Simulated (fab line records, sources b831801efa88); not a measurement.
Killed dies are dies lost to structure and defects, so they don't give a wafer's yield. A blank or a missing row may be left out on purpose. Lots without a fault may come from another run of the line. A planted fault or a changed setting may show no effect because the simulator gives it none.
fab line records | flow sky130
record lots=5 wafers=15 last_day=49
route steps=708 shown VIA1@458 METAL2@483
lots that met no fault: from a run of the same line without faults
start_h: hours from the record's first day to the start of the lot's first wafer shown | wait_h: hours since the lot's step before | " the same as in the row above | L1.1+2: a row that stands for several wafers | - no value, or no start given | * or withheld: withheld | < > ~ a bound
route shown NAME@n: a module of which the file shows steps, and the number in the route of the first | usual: mean/standard deviation of fault-free wafers | same: alike in all rows | chamber/n: place in a boat | sites: the reading at each site | _std_site: their standard deviation | _edge_site: outer sites' mean less inner sites' | radius_mm: how far each site lies from the wafer's centre | mask NAME#n: copy n | behind: the tool/chamber that last shaped the wafer | hold: why the lot was held/for how many hours/how that ended | device: the transistor (n, p or np) that didn't switch | end of line: the same wafers' tests at the end of the route | a step without rows: its recipe alone | killed: dies lost to structure and defects at the first sort, not the wafer's yield | map: a wafer's dies, x killed, . not, _ none there
set.NAME: the setting as run; set.NAME@STEP: as run at that earlier step | model.NAME: the simulator's own value behind a step, which no gauge read
lots at some steps of the route; a table a step, a row a wafer
services: from which hour (start_h, from the record's first day; less than 0 if before it) a tool's chamber was out of use, for how many hours, and why
## steps
# step SKY_VIA1_HDPCVD_00
# recipe material=SiO2 target_thk_nm=1030 sigma_open_frac=0.3 time_s=171.7 temp_c=400 sih4_flow_sccm=60 pressure_mtorr=6
# columns lot.wafer tool chamber start_h wait_h
L076.1+5+6 hdpcvd-02 2,2,1 783.03 0.0
L081.1+4+5 hdpcvd-02 1,1,0 822.92 0.0
L090.2+3+6 hdpcvd-02 0,1,2 877.68 0.0
L092.3+5+6 hdpcvd-01 0,0,2 900.79 0.0
L094.2+3+6 hdpcvd-02 2,0,2 910.66 0.0
# step SKY_VIA1_THK_MEAS_01
# recipe reads=SiO2_of_VIA1_HDPCVD_00
# usual VIA1_HDPCVD_THK=1035/13
# columns lot.wafer tool chamber start_h wait_h VIA1_HDPCVD_THK[nm]
L076.1 film_metro-01 - 783.14 0.1 1021
L076.5 " - " " 1020
L076.6 " - " " 1038
L081.1 film_metro-02 - 823.03 0.1 1024
L081.4 " - " " 1024
L081.5 " - " " 1052
L090.2 film_metro-01 - 877.80 0.1 1057
L090.3 " - " " 1039
L090.6 " - " " 1047
L092.3 film_metro-02 - 900.92 0.1 1055
L092.5 " - " " 1048
L092.6 " - " " 1035
L094.2 film_metro-01 - 910.78 0.1 1028
L094.3 " - " " 1047
L094.6 " - " " 1030
# step SKY_VIA1_CMP_02
# recipe material=SiO2 down_force_psi=4 platen_rpm=60 pad_velocity_m_s=0.94248
# usual motor_current_A=11.9/1.4
# columns lot.wafer tool chamber start_h wait_h motor_current_A
L076.1 cmp-01 3 783.30 0.1 12.7
L076.5 " 1 " " 10.7
L076.6 " 2 " " 12.1
L081.1 cmp-02 1 823.14 0.1 11.3
L081.4 " 3 " " 10.7
L081.5 " 0 " " 12.8
L090.3 cmp-01 3 877.90 0.1 12.6
L090.2 " 1 " " 10.5
L090.6 " 2 " " 11.6
L092.3 cmp-02 1 900.96 0.0 11.5
L092.6 " 1 " " 10.8
L092.5 " 2 " " 11.1
L094.3 cmp-01 0 910.83 0.0 15.4
L094.2 " 1 " " 10.3
L094.6 " 1 " " 10.3
# step SKY_VIA1_BOW_MEAS_03
# recipe mode=bow
# usual VIA1_BOW=82/7.5
# columns lot.wafer tool chamber start_h wait_h VIA1_BOW[um]
L076.1 film_metro-02 - 783.50 0.1 75
L076.5 " - " " 79
L076.6 " - " " 84
L081.1 film_metro-03 - 823.39 0.2 66
L081.4 " - " " 71
L081.5 " - " " 77
L090.2 film_metro-02 - 878.17 0.1 91
L090.3 " - " " 81
L090.6 " - " " 87
L092.3 film_metro-02 - 901.30 0.3 80
L092.5 " - " " 68
L092.6 " - " " 72
L094.2 film_metro-03 - 911.15 0.2 81
L094.3 " - " " 87
L094.6 " - " " 81
# step SKY_VIA1_DEHYDRATE_04
# recipe temp_c=200 time_s=60
# usual chill_plate_temp_C=22.98/0.11
# columns lot.wafer tool chamber start_h wait_h chill_plate_temp_C
L076.1 litho_track-04 0 794.93 11.4 23.04
L076.5 " 0 " " 22.94
L076.6 " 0 " " 22.90
L081.1 litho_track-02 0 835.00 11.6 23.00
L081.4 " 0 " " 22.97
L081.5 " 0 " " 23.04
L090.2 litho_track-03 0 891.05 12.9 22.80
L090.3 " 0 " " 23.12
L090.6 " 0 " " 22.83
L092.3 litho_track-02 0 913.75 12.4 22.92
L092.5 " 0 " " 22.92
L092.6 " 0 " " 23.04
L094.2 litho_track-04 0 923.01 11.8 22.85
L094.3 " 0 " " 23.01
L094.6 " 0 " " 22.95
# step SKY_VIA1_HMDS_05
# recipe prime_time_s=60 prime_temp_c=120
# usual chill_plate_temp_C=22.99/0.11
# columns lot.wafer tool chamber start_h wait_h chill_plate_temp_C
L076.1 litho_track-04 0 795.08 0.1 23.05
L076.5 " 0 " " 23.18
L076.6 " 0 " " 23.12
L081.1 litho_track-02 0 835.15 0.1 23.08
L081.4 " 0 " " 23.17
L081.5 " 0 " " 23.06
L090.2 litho_track-03 0 891.20 0.1 22.84
L090.3 " 0 " " 23.05
L090.6 " 0 " " 22.82
L092.3 litho_track-02 0 913.90 0.1 23.06
L092.5 " 0 " " 23.01
L092.6 " 0 " " 23.01
L094.2 litho_track-04 0 923.16 0.1 22.93
L094.3 " 0 " " 23.11
L094.6 " 0 " " 22.99
# step SKY_VIA1_COAT_06
# recipe resist=BARC temp_c=withheld time_s=withheld spin_rpm=3000 resist_thk_nm=60
# usual chill_plate_temp_C=*
# columns lot.wafer tool chamber start_h wait_h chill_plate_temp_C
L076.1 litho_track-04 0 795.23 0.1 *
L076.5 " 0 " " *
L076.6 " 0 " " *
L081.1 litho_track-02 0 835.30 0.1 *
L081.4 " 0 " " *
L081.5 " 0 " " *
L090.2 litho_track-03 0 891.35 0.1 *
L090.3 " 0 " " *
L090.6 " 0 " " *
L092.3 litho_track-02 0 914.05 0.1 *
L092.5 " 0 " " *
L092.6 " 0 " " *
L094.2 litho_track-04 0 923.31 0.1 *
L094.3 " 0 " " *
L094.6 " 0 " " *
# step SKY_VIA1_COAT_07
# recipe resist=KrF-thick spin_rpm=3000 resist_thk_nm=450
# usual chill_plate_temp_C=22.98/0.1
# columns lot.wafer tool chamber start_h wait_h chill_plate_temp_C
L076.1 litho_track-04 0 - - 22.88
L076.5 " 0 " " 22.98
L076.6 " 0 " " 23.00
L081.1 litho_track-02 0 - - 23.00
L081.4 " 0 " " 23.12
L081.5 " 0 " " 23.11
L090.2 litho_track-03 0 - - 23.10
L090.3 " 0 " " 22.88
L090.6 " 0 " " 22.92
L092.3 litho_track-02 0 - - 22.93
L092.5 " 0 " " 23.12
L092.6 " 0 " " 22.97
L094.2 litho_track-04 0 - - 22.92
L094.3 " 0 " " 22.93
L094.6 " 0 " " 23.05
# step SKY_VIA1_SOFTBAKE_08
# recipe temp_c=100 time_s=90 resist=KrF-thick
# usual chill_plate_temp_C=22.99/0.11
# columns lot.wafer tool chamber start_h wait_h chill_plate_temp_C
L076.1 litho_track-04 0 - - 22.88
L076.5 " 0 " " 22.97
L076.6 " 0 " " 22.84
L081.1 litho_track-02 0 - - 23.00
L081.4 " 0 " " 23.00
L081.5 " 0 " " 23.10
L090.2 litho_track-03 0 - - 22.93
L090.3 " 0 " " 22.97
L090.6 " 0 " " 22.88
L092.3 litho_track-02 0 - - 23.05
L092.5 " 0 " " 23.03
L092.6 " 0 " " 23.03
L094.2 litho_track-04 0 - - 22.90
L094.3 " 0 " " 23.01
L094.6 " 0 " " 22.84
# step SKY_VIA1_EXPOSE_09
# recipe mask_id=VIM na=0.8 source_shape=annular sigma_inner=0.55 sigma_outer=0.85 target_cd_nm=150 dose_mj=38
# usual stage_vel_mm_s=500.08/0.24
# columns lot.wafer tool chamber start_h wait_h mask stage_vel_mm_s
L076.1 krf_scanner-02 0 - - VIM#0 500.13
L076.5 " 0 " " VIM#0 500.43
L076.6 " 0 " " VIM#0 500.29
L081.1 krf_scanner-02 0 - - VIM#0 499.53
L081.4 " 0 " " VIM#0 500.05
L081.5 " 0 " " VIM#0 499.77
L090.2 krf_scanner-02 0 - - VIM#0 500.23
L090.3 " 0 " " VIM#0 499.77
L090.6 " 0 " " VIM#0 500.12
L092.3 krf_scanner-02 0 - - VIM#0 500.35
L092.5 " 0 " " VIM#0 500.15
L092.6 " 0 " " VIM#0 499.96
L094.2 krf_scanner-02 0 - - VIM#0 500.03
L094.3 " 0 " " VIM#0 500.38
L094.6 " 0 " " VIM#0 499.94
# step SKY_VIA1_PEB_10
# recipe peb_temp_c=withheld peb_time_s=withheld resist=KrF-thick
# usual chill_plate_temp_C=*
# columns lot.wafer tool chamber start_h wait_h chill_plate_temp_C
L076.1 litho_track-02 0 - - *
L076.5 " 0 " " *
L076.6 " 0 " " *
L081.1 litho_track-04 0 - - *
L081.4 " 0 " " *
L081.5 " 0 " " *
L090.2 litho_track-03 0 - - *
L090.3 " 0 " " *
L090.6 " 0 " " *
L092.3 litho_track-04 0 - - *
L092.5 " 0 " " *
L092.6 " 0 " " *
L094.2 litho_track-03 0 - - *
L094.3 " 0 " " *
L094.6 " 0 " " *
# step SKY_VIA1_DEVELOP_11
# recipe develop_time_s=60 resist=KrF-thick dev_temp_c=21
# usual chill_plate_temp_C=22.99/0.11 developer_temp_C=21.03/0.096
# columns lot.wafer tool chamber start_h wait_h chill_plate_temp_C developer_temp_C
L076.1 litho_track-02 0 - - 23.09 20.98
L076.5 " 0 " " 23.06 21.02
L076.6 " 0 " " 23.07 21.07
L081.1 litho_track-04 0 - - 22.90 21.02
L081.4 " 0 " " 22.95 21.00
L081.5 " 0 " " 22.88 20.93
L090.2 litho_track-03 0 - - 22.99 21.11
L090.3 " 0 " " 23.01 21.07
L090.6 " 0 " " 23.17 21.06
L092.3 litho_track-04 0 - - 22.89 21.00
L092.5 " 0 " " 22.83 21.03
L092.6 " 0 " " 22.97 20.94
L094.2 litho_track-03 0 - - 23.07 21.07
L094.3 " 0 " " 22.96 20.99
L094.6 " 0 " " 22.89 21.03
# step SKY_VIA1_CD_MEAS_12
# recipe target_cd_nm=150
# usual cd_nm=149.2/1.4
# columns lot.wafer tool chamber start_h wait_h cd_nm
L076.1 cd_sem-01 - 809.70 - 151.0
L076.5 " - " " 151.9
L076.6 " - " " 152.4
L081.1 cd_sem-02 - 848.28 - 148.7
L081.4 " - " " 149.0
L081.5 " - " " 149.1
L090.2 cd_sem-01 - 904.20 - 148.7
L090.3 " - " " 149.9
L090.6 " - " " 150.3
L092.3 cd_sem-01 - 926.52 - 148.5
L092.5 " - " " 149.7
L092.6 " - " " 148.4
L094.2 cd_sem-02 - 936.20 - 149.7
L094.3 " - " " 149.7
L094.6 " - " " 149.6
# step SKY_VIA1_OVL_MEAS_13
# usual VIA1_OVL=0/4.8
# columns lot.wafer tool chamber start_h wait_h VIA1_OVL[nm]
L076.1 overlay-02 - 809.82 0.1 5
L076.5 " - " " 3
L076.6 " - " " 2
L081.1 overlay-01 - 848.40 0.1 4
L081.4 " - " " 3
L081.5 " - " " 5
L090.2 overlay-02 - 904.30 0.1 -2
L090.3 " - " " -4
L090.6 " - " " -2
L092.3 overlay-01 - 926.61 0.1 -3
L092.5 " - " " 1
L092.6 " - " " -3
L094.2 overlay-01 - 936.30 0.1 1
L094.3 " - " " 1
L094.6 " - " " -1
# step SKY_VIA1_ETCH_14
# recipe chemistry=N2/H2 target=BARC ion_energy_ev=200 source_w=500 bias_w=100 pressure_mtorr=30 n2_flow_sccm=100 h2_flow_sccm=200 stop_on=SiO2 time_s=45.9 target_depth_a=600
# usual drypump_motor_current_A=5.9/0.41 oes_product_au=0.855/0.0052 throttle_valve_pct=13.225/0.0079
# columns lot.wafer tool chamber start_h wait_h drypump_motor_current_A oes_product_au rf_hours_counter_h throttle_valve_pct
L076.1 rie_diel-04 0 809.85 0.0 6.0 0.861 4 13.232
L076.5 " 3 " " 5.4 0.848 - 13.233
L076.6 " 2 " " 6.1 0.851 - 13.216
L081.1 rie_diel-02 3 848.44 0.0 6.4 0.852 7 13.229
L081.4 " 2 " " 6.2 0.857 16 13.221
L081.5 " 1 " " 6.1 0.857 - 13.224
L090.2 rie_diel-02 1 904.33 0.0 6.1 0.861 3 13.237
L090.3 " 2 " " 6.2 0.856 18 13.224
L090.6 " 0 " " 5.7 0.864 - 13.235
L092.3 rie_diel-03 3 926.64 0.0 6.2 0.859 13 13.231
L092.5 " 2 " " 5.3 0.854 - 13.237
L092.6 " 1 " " 4.9 0.859 - 13.218
L094.2 rie_diel-02 0 936.33 0.0 5.7 0.857 12 13.226
L094.3 " 1 " " 6.1 0.852 4 13.222
L094.6 " 1 " " 6.1 0.857 - 13.233
# step SKY_VIA1_ETCH_15
# recipe target=SiO2 chemistry=C4F8/O2/Ar target_depth_nm=351 stop_on=TiN mask_material=KrF-thick source_w=1500 bias_w=1200 pressure_mtorr=40 c4f8_flow_sccm=withheld O2_flow_sccm=6 Ar_flow_sccm=300 time_s=54
# usual oes_product_au=0.980/0.0071
# columns lot.wafer tool chamber start_h wait_h oes_product_au rf_hours_counter_h
L076.1 rie_diel-04 0 809.90 0.0 0.979 4
L076.5 " 3 " " 0.965 -
L076.6 " 2 " " 0.981 -
L081.1 rie_diel-02 3 848.48 0.0 0.984 7
L081.4 " 2 " " 0.977 16
L081.5 " 1 " " 0.976 -
L090.2 rie_diel-02 1 904.37 0.0 0.974 3
L090.3 " 2 " " 0.987 18
L090.6 " 0 " " 0.976 -
L092.3 rie_diel-03 3 926.68 0.0 0.983 13
L092.5 " 2 " " 0.984 -
L092.6 " 1 " " 0.993 -
L094.2 rie_diel-02 0 936.37 0.0 0.985 12
L094.3 " 1 " " 0.972 4
L094.6 " 1 " " 0.983 -
# step SKY_VIA1_STRIP_16
# recipe chemistry=O2/N2 power_w=1400 pressure_mtorr=1500 platen_temp_c=withheld o2_flow_sccm=3000 n2_flow_sccm=300 overash_fraction=0.5
# usual drypump_motor_current_A=5.7/0.57 oes_product_au=0.416/0.0047 strip_time_to_endpoint_s=4.464/0.029
# columns lot.wafer tool chamber start_h wait_h drypump_motor_current_A oes_product_au rf_hours_counter_h strip_time_to_endpoint_s
L076.1 plasma_asher-01 1 809.94 0.0 5.3 0.417 95 4.494
L076.5 " 0 " " 6.0 0.417 - 4.516
L076.6 " 1 " " 5.3 0.414 - 4.463
L081.1 plasma_asher-01 0 848.52 0.0 6.0 0.419 100 4.440
L081.4 " 1 " " 5.3 0.419 - 4.458
L081.5 " 0 " " 6.0 0.414 - 4.460
L090.2 plasma_asher-03 1 904.42 0.0 5.9 0.425 46 4.451
L090.3 " 1 " " 5.9 0.408 - 4.461
L090.6 " 0 " " 4.7 0.420 - 4.495
L092.3 plasma_asher-01 0 926.76 0.1 6.0 0.417 - 4.471
L092.5 " 0 " " 6.0 0.413 - 4.416
L092.6 " 1 " " 5.3 0.414 - 4.442
L094.2 plasma_asher-03 0 936.42 0.0 4.7 0.420 49 4.447
L094.3 " 0 " " 4.7 0.415 - 4.446
L094.6 " 1 " " 5.9 0.425 - 4.465
# step SKY_VIA1_STRIP_17
# recipe chemistry=post_etch_residue_remover time_s=1200 temp_c=72.5
# usual bath_guard_temp_C=72.2/0.36
# columns lot.wafer tool chamber start_h wait_h bath_guard_temp_C
L076.1 wet_bench-03 0 810.04 0.1 73.2
L076.5 " 0 " " 72.9
L076.6 " 0 " " 73.1
L081.1 wet_bench-01 2 848.62 0.1 71.9
L081.4 " 2 " " 71.8
L081.5 " 2 " " 71.5
L090.2 wet_bench-03 3 904.52 0.1 71.8
L090.3 " 3 " " 72.1
L090.6 " 3 " " 72.1
L092.3 wet_bench-01 2 926.83 0.0 72.0
L092.5 " 2 " " 72.0
L092.6 " 2 " " 72.0
L094.2 wet_bench-01 1 936.52 0.1 72.3
L094.3 " 1 " " 72.6
L094.6 " 1 " " 72.0
# step SKY_VIA1_CLEAN_18
# recipe chemistry=IPA time_s=180 temp_c=25
# columns lot.wafer tool chamber start_h wait_h
L076.1+5+6 wet_bench-01 1 810.42 0.0
L081.1+4+5 wet_bench-02 2 848.97 0.0
L090.2+3+6 wet_bench-01 3 904.89 0.0
L092.3+5+6 wet_bench-02 0 927.20 0.0
L094.2+3+6 wet_bench-01 2 936.86 0.0
# step SKY_VIA1_CLEAN_19
# recipe chemistry=O3/DIW dry=n2_spin
# columns lot.wafer tool chamber start_h wait_h
L076.1+5+6 wet_bench-03 0 810.47 0.0
L081.1+4+5 wet_bench-03 1 849.03 0.0
L090.2+3+6 wet_bench-02 3 904.95 0.0
L092.3+5+6 wet_bench-03 3 927.26 0.0
L094.2+3+6 wet_bench-01 2 936.92 0.0
# step SKY_VIA1_SPUTTER_20
# recipe material=TiN target_thk_nm=20 chamber_pressure_pa=5 power_w=4000 time_s=80
# usual cathode_dc_power_W=3999.9/0.71 chamber_pressure_pa=4.998/0.011 throttle_valve_pct=29.9/0.95
# columns lot.wafer tool chamber start_h wait_h cathode_dc_power_W chamber_pressure_pa throttle_valve_pct
L076.1 pvd_sputter-02 - 810.57 0.0 3999.5 5.005 30.4
L076.5 " - " " 3999.3 4.994 30.2
L076.6 " - " " 4000.4 4.987 29.7
L081.1 pvd_sputter-01 - 849.12 0.0 3999.6 5.012 30.3
L081.4 " - " " 4000.3 4.991 31.2
L081.5 " - " " 4000.6 4.986 30.3
L090.2 pvd_sputter-01 - 905.04 0.0 3999.4 4.979 30.3
L090.3 " - " " 4000.1 5.008 29.9
L090.6 " - " " 4000.9 4.978 30.5
L092.3 pvd_sputter-02 - 927.36 0.0 3999.6 4.989 30.3
L092.5 " - " " 4000.5 4.998 30.5
L092.6 " - " " 4001.7 5.007 29.8
L094.2 pvd_sputter-03 - 937.01 0.0 4001.1 5.006 28.6
L094.3 " - " " 3999.9 5.020 27.3
L094.6 " - " " 4000.1 4.988 30.1
# step SKY_VIA1_CVD_21
# recipe material=W target_thk_nm=270 time_s=80.902 temp_c=400 pressure_torr=40
# usual heater_power_w=840/60
# columns lot.wafer tool chamber start_h wait_h heater_power_w
L076.1 cvd_w-02 0 810.64 0.0 897
L076.5 " 1 " " 907
L076.6 " 0 " " 927
L081.1 cvd_w-02 0 849.18 0.0 884
L081.4 " 0 " " 886
L081.5 " 1 " " 929
L090.2 cvd_w-01 0 905.10 0.0 759
L090.3 " 0 " " 772
L090.6 " 0 " " 772
L092.3 cvd_w-01 1 927.45 0.1 838
L092.5 " 1 " " 856
L092.6 " 0 " " 774
L094.2 cvd_w-01 0 937.07 0.0 751
L094.3 " 0 " " 787
L094.6 " 1 " " 832
# step SKY_VIA1_RS_MEAS_22
# recipe thk_meas_gauge=four-point-probe reads=W_of_VIA1_CVD_21+TiN_of_VIA1_SPUTTER_20
# usual VIA1_W_RS=0.422/0.0085
# columns lot.wafer tool chamber start_h wait_h VIA1_W_RS[ohm/sq]
L076.1 film_metro-01 - 810.74 0.1 0.425
L076.5 " - " " 0.422
L076.6 " - " " 0.415
L081.1 film_metro-01 - 849.28 0.1 0.426
L081.4 " - " " 0.427
L081.5 " - " " 0.433
L090.2 film_metro-02 - 905.22 0.1 0.406
L090.3 " - " " 0.411
L090.6 " - " " 0.411
L092.3 film_metro-02 - 927.55 0.1 0.427
L092.5 " - " " 0.421
L092.6 " - " " 0.417
L094.2 film_metro-03 - 937.19 0.1 0.413
L094.3 " - " " 0.412
L094.6 " - " " 0.421
# step SKY_VIA1_THK_MEAS_23
# recipe thk_meas_gauge=xrf reads=W_of_VIA1_CVD_21
# usual VIA1_W_THK=268/5.8
# columns lot.wafer tool chamber start_h wait_h VIA1_W_THK[nm]
L076.1 film_metro-01 - 810.86 0.1 262
L076.5 " - " " 266
L076.6 " - " " 268
L081.1 film_metro-01 - 849.40 0.1 263
L081.4 " - " " 262
L081.5 " - " " 259
L090.2 film_metro-02 - 905.33 0.1 278
L090.3 " - " " 275
L090.6 " - " " 276
L092.3 film_metro-02 - 927.65 0.1 266
L092.5 " - " " 270
L092.6 " - " " 274
L094.2 film_metro-03 - 937.30 0.1 274
L094.3 " - " " 273
L094.6 " - " " 267
# step SKY_VIA1_CMP_24
# recipe stop_on=SiO2 t_overpolish_s=15 down_force_psi=3.5 platen_rpm=60 target_thk_nm=0 pad_velocity_m_s=0.94248
# usual motor_current_A=11.0/1.3 overpolish_run_s=15.001/0.0092 time_to_endpoint_s=67/3.3
# columns lot.wafer tool chamber start_h wait_h motor_current_A overpolish_run_s time_to_endpoint_s
L076.1 cmp-01 3 811.07 0.2 11.5 15.007 70
L076.6 " 0 " " 13.9 15.019 66
L076.5 " 1 " " 9.5 15.001 70
L081.4 cmp-01 2 849.46 0.0 10.8 14.997 67
L081.1 " 1 " " 9.0 14.999 67
L081.5 " 2 " " 11.3 14.985 64
L090.3 cmp-01 3 905.38 0.0 11.7 14.985 69
L090.2 " 1 " " 9.3 15.000 71
L090.6 " 3 " " 11.8 14.989 68
L092.3 cmp-01 2 927.74 0.1 11.0 15.011 68
L092.6 " 1 " " 10.3 15.000 71
L092.5 " 2 " " 11.2 15.012 70
L094.3 cmp-02 1 937.40 0.1 10.2 15.015 68
L094.2 " 3 " " 9.2 14.983 62
L094.6 " 1 " " 10.6 14.996 68
# step SKY_METAL2_SPUTTER_00
# recipe material=Ti target_thk_nm=15 power_w=3000 time_s=10 chamber_pressure_pa=0.4
# usual cathode_dc_power_W=3000.0/0.5 chamber_pressure_pa=0.4001/0.00086 throttle_valve_pct=30.1/0.98
# columns lot.wafer tool chamber start_h wait_h cathode_dc_power_W chamber_pressure_pa throttle_valve_pct
L076.1 pvd_sputter-01 - 811.22 0.1 2998.5 0.4002 30.9
L076.5 " - " " 2999.2 0.4002 31.1
L076.6 " - " " 2999.5 0.3993 30.0
L081.1 pvd_sputter-04 - 849.76 0.1 2999.5 0.4006 28.2
L081.4 " - " " 2999.8 0.3992 28.2
L081.5 " - " " 3000.0 0.3995 30.2
L090.2 pvd_sputter-04 - 905.68 0.1 2999.5 0.4000 30.9
L090.3 " - " " 3000.0 0.3997 30.2
L090.6 " - " " 3000.0 0.4002 29.8
L092.3 pvd_sputter-04 - 927.99 0.2 3000.0 0.3995 31.1
L092.5 " - " " 2999.5 0.3995 30.1
L092.6 " - " " 3000.5 0.3995 30.5
L094.2 pvd_sputter-02 - 937.65 0.1 3000.2 0.4006 30.3
L094.3 " - " " 2999.6 0.4008 29.0
L094.6 " - " " 3000.0 0.4007 29.8
# step SKY_METAL2_SPUTTER_01
# recipe material=TiN target_thk_nm=20 power_w=6500 time_s=16.7 chamber_pressure_pa=0.4
# usual cathode_dc_power_W=6500.0/1.1 chamber_pressure_pa=0.3999/0.00085 throttle_valve_pct=30.1/1
# columns lot.wafer tool chamber start_h wait_h cathode_dc_power_W chamber_pressure_pa throttle_valve_pct
L076.1 pvd_sputter-01 - 811.24 0.0 6500.1 0.4010 31.0
L076.5 " - " " 6499.4 0.3994 31.4
L076.6 " - " " 6500.0 0.4007 30.2
L081.1 pvd_sputter-04 - 849.78 0.0 6501.4 0.3981 27.9
L081.4 " - " " 6502.0 0.3985 28.1
L081.5 " - " " 6499.4 0.3999 30.5
L090.2 pvd_sputter-04 - 905.70 0.0 6500.1 0.4010 30.8
L090.3 " - " " 6501.8 0.4003 30.4
L090.6 " - " " 6498.5 0.4004 30.4
L092.3 pvd_sputter-04 - 928.01 0.0 6500.2 0.4007 31.3
L092.5 " - " " 6499.0 0.4005 30.0
L092.6 " - " " 6500.3 0.3997 30.7
L094.2 pvd_sputter-02 - 937.67 0.0 6500.7 0.3995 30.5
L094.3 " - " " 6500.4 0.4008 28.6
L094.6 " - " " 6500.1 0.3989 29.8
# step SKY_METAL2_SPUTTER_02
# recipe material=AlCu target_thk_nm=250 power_w=10600 time_s=13.3 chamber_pressure_pa=0.4
# usual cathode_dc_power_W=10600/1.9 chamber_pressure_pa=0.4001/0.00085 throttle_valve_pct=30.1/0.97
# columns lot.wafer tool chamber start_h wait_h cathode_dc_power_W chamber_pressure_pa throttle_valve_pct
L076.1 pvd_sputter-01 - 811.26 0.0 10601 0.3992 31.4
L076.5 " - " " 10598 0.3999 31.1
L076.6 " - " " 10600 0.3996 30.2
L081.1 pvd_sputter-04 - 849.80 0.0 10602 0.4004 27.8
L081.4 " - " " 10601 0.4002 28.0
L081.5 " - " " 10602 0.3995 30.2
L090.2 pvd_sputter-04 - 905.72 0.0 10600 0.4010 30.9
L090.3 " - " " 10600 0.4012 30.3
L090.6 " - " " 10599 0.4005 30.3
L092.3 pvd_sputter-04 - 928.04 0.0 10601 0.3996 30.8
L092.5 " - " " 10598 0.4002 30.2
L092.6 " - " " 10599 0.3999 30.6
L094.2 pvd_sputter-02 - 937.69 0.0 10601 0.3995 30.1
L094.3 " - " " 10600 0.3987 28.9
L094.6 " - " " 10600 0.4006 29.9
# step SKY_METAL2_SPUTTER_03
# recipe material=Ti target_thk_nm=5 power_w=3000 time_s=3.3 chamber_pressure_pa=0.4
# usual cathode_dc_power_W=3000.0/0.54 chamber_pressure_pa=0.4000/0.00087 throttle_valve_pct=30.1/0.98
# columns lot.wafer tool chamber start_h wait_h cathode_dc_power_W chamber_pressure_pa throttle_valve_pct
L076.1 pvd_sputter-01 - 811.29 0.0 3000.1 0.4011 31.0
L076.5 " - " " 2999.8 0.4009 31.2
L076.6 " - " " 3000.1 0.3995 30.1
L081.1 pvd_sputter-04 - 849.83 0.0 2999.4 0.4013 27.9
L081.4 " - " " 3000.0 0.4004 28.2
L081.5 " - " " 3000.5 0.3993 30.2
L090.2 pvd_sputter-04 - 905.75 0.0 3000.0 0.3997 30.7
L090.3 " - " " 2999.9 0.3985 30.4
L090.6 " - " " 2999.9 0.4001 30.2
L092.3 pvd_sputter-04 - 928.06 0.0 2999.5 0.4002 31.4
L092.5 " - " " 2999.2 0.3991 30.1
L092.6 " - " " 3000.8 0.3996 30.7
L094.2 pvd_sputter-02 - 937.72 0.0 3000.6 0.4005 30.2
L094.3 " - " " 3000.8 0.3997 29.2
L094.6 " - " " 2999.1 0.4008 29.8
# step SKY_METAL2_SPUTTER_04
# recipe material=TiN target_thk_nm=70 power_w=6500 time_s=58.3 chamber_pressure_pa=0.4
# usual cathode_dc_power_W=6500.0/1.3 chamber_pressure_pa=0.4001/0.00077 throttle_valve_pct=30.1/0.98
# columns lot.wafer tool chamber start_h wait_h cathode_dc_power_W chamber_pressure_pa throttle_valve_pct
L076.1 pvd_sputter-01 - 811.31 0.0 6499.9 0.4007 31.1
L076.5 " - " " 6499.5 0.3995 31.2
L076.6 " - " " 6501.1 0.4006 30.5
L081.1 pvd_sputter-04 - 849.85 0.0 6501.8 0.4006 28.1
L081.4 " - " " 6499.7 0.4007 28.3
L081.5 " - " " 6499.5 0.4007 30.1
L090.2 pvd_sputter-04 - 905.77 0.0 6499.0 0.3991 30.5
L090.3 " - " " 6499.6 0.4007 30.0
L090.6 " - " " 6499.0 0.3992 30.3
L092.3 pvd_sputter-04 - 928.08 0.0 6500.6 0.4003 31.0
L092.5 " - " " 6499.6 0.4001 30.1
L092.6 " - " " 6499.0 0.4014 30.8
L094.2 pvd_sputter-02 - 937.74 0.0 6500.8 0.3995 30.7
L094.3 " - " " 6501.1 0.3997 29.2
L094.6 " - " " 6500.5 0.4004 29.8
# step SKY_METAL2_RS_MEAS_05
# recipe thk_meas_gauge=four-point-probe reads=TiN_of_METAL2_SPUTTER_04+Ti_of_METAL2_SPUTTER_03+AlCu_of_METAL2_SPUTTER_02+TiN_of_METAL2_SPUTTER_01+Ti_of_METAL2_SPUTTER_00
# usual METAL2_ALCU_RS=0.1269/0.0022
# columns lot.wafer tool chamber start_h wait_h METAL2_ALCU_RS[ohm/sq]
L076.1 film_metro-01 - 811.36 0.0 0.1262
L076.5 " - " " 0.1265
L076.6 " - " " 0.1266
L081.1 film_metro-04 - 849.90 0.0 0.1254
L081.4 " - " " 0.1257
L081.5 " - " " 0.1295
L090.2 film_metro-03 - 905.84 0.0 0.1274
L090.3 " - " " 0.1312
L090.6 " - " " 0.1316
L092.3 film_metro-01 - 928.17 0.1 0.1256
L092.5 " - " " 0.1318
L092.6 " - " " 0.1263
L094.2 film_metro-01 - 937.81 0.0 0.1272
L094.3 " - " " 0.1286
L094.6 " - " " 0.1263
# step SKY_METAL2_THK_MEAS_06
# recipe thk_meas_gauge=xrf reads=AlCu_of_METAL2_SPUTTER_02
# usual METAL2_ALCU_THK=258/4.4
# columns lot.wafer tool chamber start_h wait_h METAL2_ALCU_THK[nm]
L076.1 film_metro-01 - 811.48 0.1 257
L076.5 " - " " 254
L076.6 " - " " 258
L081.1 film_metro-04 - 850.02 0.1 260
L081.4 " - " " 258
L081.5 " - " " 252
L090.2 film_metro-03 - 905.95 0.1 259
L090.3 " - " " 249
L090.6 " - " " 250
L092.3 film_metro-01 - 928.27 0.1 261
L092.5 " - " " 248
L092.6 " - " " 260
L094.2 film_metro-01 - 937.92 0.1 258
L094.3 " - " " 255
L094.6 " - " " 257
## services
# columns tool chamber start_h hours kind
cmp-02 - 762.07 4.0 pm
krf_scanner-02 - 762.88 0.8 pm
krf_scanner-02 - 769.92 2.6 repair
cvd_w-01 - 770.46 1.0 repair
cmp-01 - 770.88 1.5 repair
pvd_sputter-01 - 781.32 3.5 repair
hdpcvd-02 - 804.92 1.4 repair
rie_diel-02 - 809.82 0.6 repair
pvd_sputter-04 - 811.55 4.1 repair
pvd_sputter-01 - 818.41 4.4 repair
krf_scanner-02 - 826.51 0.4 repair
cmp-01 - 841.60 0.8 repair
krf_scanner-02 - 843.16 3.6 pm
krf_scanner-02 - 858.29 1.2 repair
wet_bench-03 - 860.18 40.4 pm
krf_scanner-02 - 874.01 1.0 pm
krf_scanner-02 - 883.18 1.3 pm
krf_scanner-02 - 893.67 2.6 repair
pvd_sputter-01 - 896.56 1.6 repair
cmp-01 - 912.00 4.0 pm
pvd_sputter-01 - 913.08 15.4 repair
rie_diel-02 3 921.14 5.9 repair
cmp-01 - 929.97 4.2 pm
krf_scanner-02 - 931.68 0.8 pm
## key
fault none
